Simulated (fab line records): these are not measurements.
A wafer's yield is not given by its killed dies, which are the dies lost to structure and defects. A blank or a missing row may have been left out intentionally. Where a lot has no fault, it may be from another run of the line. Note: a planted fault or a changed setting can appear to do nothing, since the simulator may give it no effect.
fab line records -- flow gf180mcu
record lots=6, wafers=18, lastDay=34
route steps=602 shown V3@434
lots with no fault: from the same line, run without faults
startH: hours from the record's opening day to when the first of the lot's shown wafers began -- waitH: hours from the lot's prior step to this one -- " the same as in the row above -- L1.1+2: a single row standing in for several wafers -- - no value, or no start was given -- * or withheld: withheld -- < > ~ a bound
route shown NAME@n: names a module that has steps shown in the file, with the first one's number in the route -- usual: mean/standard deviation of fault-free wafers -- same: alike in all rows -- chamber/n: place in a boat -- sites: per-site readings -- _std_site: their standard deviation -- _edge_site: mean of outer sites minus mean of inner sites -- radiusMm: how far each site lies from the wafer's centre -- mask NAME#n: copy n -- behind: the most recent tool/chamber to have shaped the wafer -- hold: the reason the lot was held/the length of the hold in hours/how it ended -- device: names the non-switching transistor (n, p or np) -- end of line: tests of these same wafers at the route's end -- a step given without rows: its recipe and nothing more -- killed: at the first sort, the dies lost to defects and structure; wafer yield is something else -- map: dies across one wafer; x = killed, . = not, _ = none there
set.NAME: the setting as run; set.NAME@STEP: as run at that earlier step -- model.NAME: the simulator's own value behind a step, which no gauge read
a table for each step, a row for each wafer; lots at some steps of the route
services: a tool's chamber out of use, with start hour (startH, from the record's first day; less than 0 if before it), hours out, and reason
## steps
# step GF_V3_BOW_MEAS_05
# recipe mode=bow
# usual V3_BOW=115/8.9
lot.wafer,tool,chamber,startH,waitH,V3_BOW[um]
L642.2,filmMetro-04,-,514.87,0.2,104
L642.5,filmMetro-04,-,514.87,0.2,117
L642.6,filmMetro-04,-,514.87,0.2,118
L648.2,filmMetro-02,-,563.80,0.1,104
L648.3,filmMetro-02,-,563.80,0.1,106
L648.5,filmMetro-02,-,563.80,0.1,112
L656.1,filmMetro-01,-,630.34,0.3,115
L656.3,filmMetro-01,-,630.34,0.3,104
L656.6,filmMetro-01,-,630.34,0.3,121
L657.4,filmMetro-01,-,643.98,0.3,112
L657.5,filmMetro-01,-,643.98,0.3,116
L657.6,filmMetro-01,-,643.98,0.3,108
L659.4,filmMetro-01,-,651.41,0.3,119
L659.5,filmMetro-01,-,651.41,0.3,113
L659.6,filmMetro-01,-,651.41,0.3,108
L661.4,filmMetro-02,-,666.65,0.2,130
L661.5,filmMetro-02,-,666.65,0.2,120
L661.6,filmMetro-02,-,666.65,0.2,112
# step GF_V3_DEHYDRATE_06
# recipe tempC=200, timeS=60
# step GF_V3_HMDS_07
# recipe primeTimeS=60, primeTempC=120
# step GF_V3_COAT_08
# recipe resist=BARC, tempC=withheld, timeS=withheld, spinRpm=withheld, resistThkNm=withheld
# step GF_V3_COAT_09
# recipe resist=KrF, spinRpm=withheld, resistThkNm=1000
# step GF_V3_SOFTBAKE_10
# recipe tempC=130, timeS=57.84, resist=KrF
# step GF_V3_EXPOSE_11
# recipe maskId=Via3, targetCdNm=260, na=0.68, sourceShape=conventional, sigmaOuter=0.6, doseMj=38
# step GF_V3_PEB_12
# recipe pebTempC=135, pebTimeS=90, resist=KrF
# step GF_V3_DEVELOP_13
# recipe developTimeS=60, resist=KrF, devTempC=21
# step GF_V3_CD_MEAS_14
# recipe targetCdNm=260
# usual cdNm=259.7/1
lot.wafer,tool,chamber,startH,waitH,cdNm
L642.2,cdSem-01,-,537.65,0.1,258.3
L642.5,cdSem-01,-,537.65,0.1,258.6
L642.6,cdSem-01,-,537.65,0.1,260.8
L648.2,cdSem-02,-,585.19,0.1,260.2
L648.3,cdSem-02,-,585.19,0.1,260.8
L648.5,cdSem-02,-,585.19,0.1,260.4
L656.1,cdSem-02,-,650.33,0.1,258.1
L656.3,cdSem-02,-,650.33,0.1,259.0
L656.6,cdSem-02,-,650.33,0.1,258.6
L657.4,cdSem-01,-,663.44,0.1,258.6
L657.5,cdSem-01,-,663.44,0.1,258.3
L657.6,cdSem-01,-,663.44,0.1,257.6
L659.4,cdSem-01,-,671.18,0.1,257.6
L659.5,cdSem-01,-,671.18,0.1,259.4
L659.6,cdSem-01,-,671.18,0.1,258.5
L661.4,cdSem-01,-,685.48,0.1,260.7
L661.5,cdSem-01,-,685.48,0.1,260.6
L661.6,cdSem-01,-,685.48,0.1,259.7
# step GF_V3_OVL_MEAS_15
# usual V3_OVL=0/4.6
lot.wafer,tool,chamber,startH,waitH,V3_OVL[nm]
L642.2,overlay-02,-,537.76,0.1,0
L642.5,overlay-02,-,537.76,0.1,3
L642.6,overlay-02,-,537.76,0.1,0
L648.2,overlay-02,-,585.30,0.1,5
L648.3,overlay-02,-,585.30,0.1,9
L648.5,overlay-02,-,585.30,0.1,5
L656.1,overlay-01,-,650.45,0.1,4
L656.3,overlay-01,-,650.45,0.1,8
L656.6,overlay-01,-,650.45,0.1,5
L657.4,overlay-02,-,663.52,0.1,4
L657.5,overlay-02,-,663.52,0.1,-2
L657.6,overlay-02,-,663.52,0.1,3
L659.4,overlay-02,-,671.26,0.1,1
L659.5,overlay-02,-,671.26,0.1,1
L659.6,overlay-02,-,671.26,0.1,2
L661.4,overlay-01,-,685.56,0.1,4
L661.5,overlay-01,-,685.56,0.1,-1
L661.6,overlay-01,-,685.56,0.1,-4
# step GF_V3_ETCH_16
# recipe chemistry=N2/H2, targetDepthA=withheld, overetchA=withheld, timeS=withheld, target=BARC, ionEnergyEv=200, sourceW=500, biasW=100, pressureMtorr=30, n2FlowSccm=100, h2FlowSccm=200
# usual biasW=100.0/0.31, chamberPressureMTorr=30.001/0.027, drypumpMotorCurrentA=5.5/0.41, oesProductAu=0.854/0.0045, throttleValvePct=13.225/0.009
lot.wafer,tool,chamber,startH,waitH,biasW,chamberPressureMTorr,drypumpMotorCurrentA,oesProductAu,throttleValvePct
L642.2,rieDiel-04,1,537.79,0.0,100.1,30.007,5.4,0.856,13.222
L642.5,rieDiel-04,3,537.79,0.0,100.0,30.040,5.6,0.848,13.216
L642.6,rieDiel-04,2,537.79,0.0,100.3,30.021,5.3,0.850,13.226
L648.2,rieDiel-04,2,585.33,0.0,99.4,30.036,5.3,0.863,13.215
L648.3,rieDiel-04,1,585.33,0.0,99.9,29.993,5.4,0.854,13.228
L648.5,rieDiel-04,2,585.33,0.0,99.7,30.043,5.3,0.857,13.230
L656.1,rieDiel-04,2,650.49,0.0,100.5,30.031,5.3,0.860,13.213
L656.3,rieDiel-04,0,650.49,0.0,100.6,29.970,5.1,0.847,13.244
L656.6,rieDiel-04,0,650.49,0.0,100.0,30.029,5.1,0.855,13.228
L657.4,rieDiel-04,2,663.54,0.0,100.4,29.999,5.3,0.858,13.222
L657.5,rieDiel-04,3,663.54,0.0,100.5,30.016,5.6,0.852,13.217
L657.6,rieDiel-04,2,663.54,0.0,100.4,30.033,5.3,0.851,13.210
L659.4,rieDiel-02,2,671.28,0.0,99.7,29.958,6.6,0.845,13.212
L659.5,rieDiel-02,1,671.28,0.0,100.0,30.020,5.4,0.852,13.236
L659.6,rieDiel-02,0,671.28,0.0,99.8,29.946,6.0,0.855,13.225
L661.4,rieDiel-02,1,685.58,0.0,99.6,29.983,5.4,0.858,13.222
L661.5,rieDiel-02,0,685.58,0.0,99.8,30.048,6.1,0.850,13.218
L661.6,rieDiel-02,1,685.58,0.0,99.8,29.998,5.4,0.849,13.210
# step GF_V3_ETCH_17
# recipe chemistry=C4F8/O2/Ar, maskMaterial=KrF, target=SiO2, stopOn=TiN, sourceW=1500, biasW=1200, pressureMtorr=40, c4f8FlowSccm=withheld, O2_flow_sccm=6, Ar_flow_sccm=300, timeS=withheld, targetDepthA=6350
# usual biasW=1200/3.5, chamberPressureMTorr=40.00/0.034, oesProductAu=0.856/0.0047
lot.wafer,tool,chamber,startH,waitH,biasW,chamberPressureMTorr,oesProductAu,model.V3.cdNm
L642.2,rieDiel-04,1,537,-,1200,40.03,0.863,258.4
L642.5,rieDiel-04,3,537,-,1197,39.97,0.851,259
L642.6,rieDiel-04,2,537,-,1201,39.98,0.862,260.4
L648.2,rieDiel-04,2,585,-,1198,40.07,0.860,259.9
L648.3,rieDiel-04,1,585,-,1201,40.04,0.852,260.8
L648.5,rieDiel-04,2,585,-,1203,39.96,0.858,259.9
L656.1,rieDiel-04,2,650,-,-,-,-,257.5
L656.3,rieDiel-04,0,650,-,-,-,-,258.9
L656.6,rieDiel-04,0,650,-,-,-,-,258.8
L657.4,rieDiel-04,2,663,-,-,-,-,258.1
L657.5,rieDiel-04,3,663,-,-,-,-,258.4
L657.6,rieDiel-04,2,663,-,-,-,-,257.1
L659.4,rieDiel-02,2,671,-,1202,40.01,0.860,257.6
L659.5,rieDiel-02,1,671,-,1201,40.00,0.855,260
L659.6,rieDiel-02,0,671,-,1195,40.02,0.856,259
L661.4,rieDiel-02,1,685,-,1199,39.98,0.854,260.9
L661.5,rieDiel-02,0,685,-,1203,39.98,0.859,261.3
L661.6,rieDiel-02,1,685,-,1200,40.07,0.856,260.4
# step GF_V3_STRIP_18
# recipe chemistry=O2/N2, powerW=1400, pressureMtorr=1500, platenTempC=250, o2FlowSccm=3000, n2FlowSccm=300, overashFraction=0.5
# usual drypumpMotorCurrentA=6.2/0.35, heaterPowerW=359/28, oesProductAu=0.593/0.0048
lot.wafer,tool,chamber,startH,waitH,drypumpMotorCurrentA,heaterPowerW,oesProductAu,rfHoursCounterH
L642.2,plasmaAsher-01,1,537.92,-,6.2,344,0.592,45
L642.5,plasmaAsher-01,0,537.92,-,6.6,333,0.590,-
L642.6,plasmaAsher-01,1,537.92,-,6.2,341,0.605,-
L648.2,plasmaAsher-01,0,585.46,-,6.6,342,0.597,50
L648.3,plasmaAsher-01,1,585.46,-,6.2,336,0.594,-
L648.5,plasmaAsher-01,1,585.46,-,6.2,340,0.592,-
L656.1,plasmaAsher-02,0,650.62,-,5.6,389,0.671,98
L656.3,plasmaAsher-02,1,650.62,-,5.8,405,0.664,-
L656.6,plasmaAsher-02,1,650.62,-,5.8,416,0.663,-
L657.4,plasmaAsher-02,1,663.70,-,5.8,411,0.665,-
L657.5,plasmaAsher-02,1,663.70,-,5.8,408,0.667,-
L657.6,plasmaAsher-02,0,663.70,-,5.6,394,0.672,-
L659.4,plasmaAsher-01,1,671.44,-,6.2,333,0.583,-
L659.5,plasmaAsher-01,1,671.44,-,6.2,336,0.596,-
L659.6,plasmaAsher-01,0,671.44,-,6.6,348,0.589,-
L661.4,plasmaAsher-04,1,685.74,-,6.6,373,0.587,-
L661.5,plasmaAsher-04,1,685.74,-,6.6,364,0.598,-
L661.6,plasmaAsher-04,0,685.74,-,6.3,336,0.595,-
# step GF_V3_STRIP_19
# recipe chemistry=postEtchResidueRemover, timeS=1200, tempC=72.5
## services
tool,chamber,startH,hours,kind
rieDiel-04,3,521.63,5.3,repair
plasmaAsher-01,-,528.53,1.3,repair
rieDiel-04,0,528.81,12.8,repair
plasmaAsher-01,-,534.51,2.8,pm
rieDiel-04,3,539.69,4.8,repair
rieDiel-04,0,557.96,1.7,repair
rieDiel-02,1,560.52,19.2,repair
plasmaAsher-02,-,569.62,0.6,repair
plasmaAsher-01,-,576.22,1.0,repair
rieDiel-02,0,579.75,-,clean
rieDiel-02,0,579.75,19.6,scheduledDown
rieDiel-02,0,579.75,19.6,ventCycle
plasmaAsher-02,-,599.28,10.0,pm
rieDiel-02,2,599.34,-,clean
rieDiel-02,2,599.34,19.3,scheduledDown
rieDiel-02,2,599.34,19.3,ventCycle
plasmaAsher-01,-,601.26,0.9,repair
plasmaAsher-02,-,624.53,14.2,pm
plasmaAsher-01,-,643.54,19.6,repair
plasmaAsher-01,-,653.60,12.7,repair
## key
firstSign step=GF_V3_ETCH_17, reading=toolRecord, direction=missing
effect step=GF_V3_STRIP_18, reading=oesProductAu, direction=up, sigmas=16, usual=0.593, struck=0.667, through=controlLoop
modelEffect step=GF_V3_ETCH_17, value=V3.cdNm, without=259.3, struck=258.1
metAt GF_V3_ETCH_17
struckWafers L656.1,L656.3,L656.6,L657.4,L657.5,L657.6
laterRowsLeftOut L656.1,L656.3,L656.6,L657.4,L657.5,L657.6
sortLeftOut L656.1,L656.3,L656.6,L657.4,L657.5,L657.6
loopTrim step=GF_V3_EXPOSE_11, setting=dose, lots=L657
onsetBetween 585 650
fault kind=skippedStepWhole, tool=rieDiel-04, chamber=-, onsetH=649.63, steps=GF_V3_ETCH_17, scope=struckLotsOnly
# sortLeftOut: the simulated sort isn't trusted on such a fault, so these wafers' sort isn't shown, and their yield isn't known
# laterRowsLeftOut: the simulator's readings of these wafers behind a module that went badly wrong aren't trusted and aren't shown, but for the sort
# loopTrim: a control loop set the setting to another value than it would have without faults
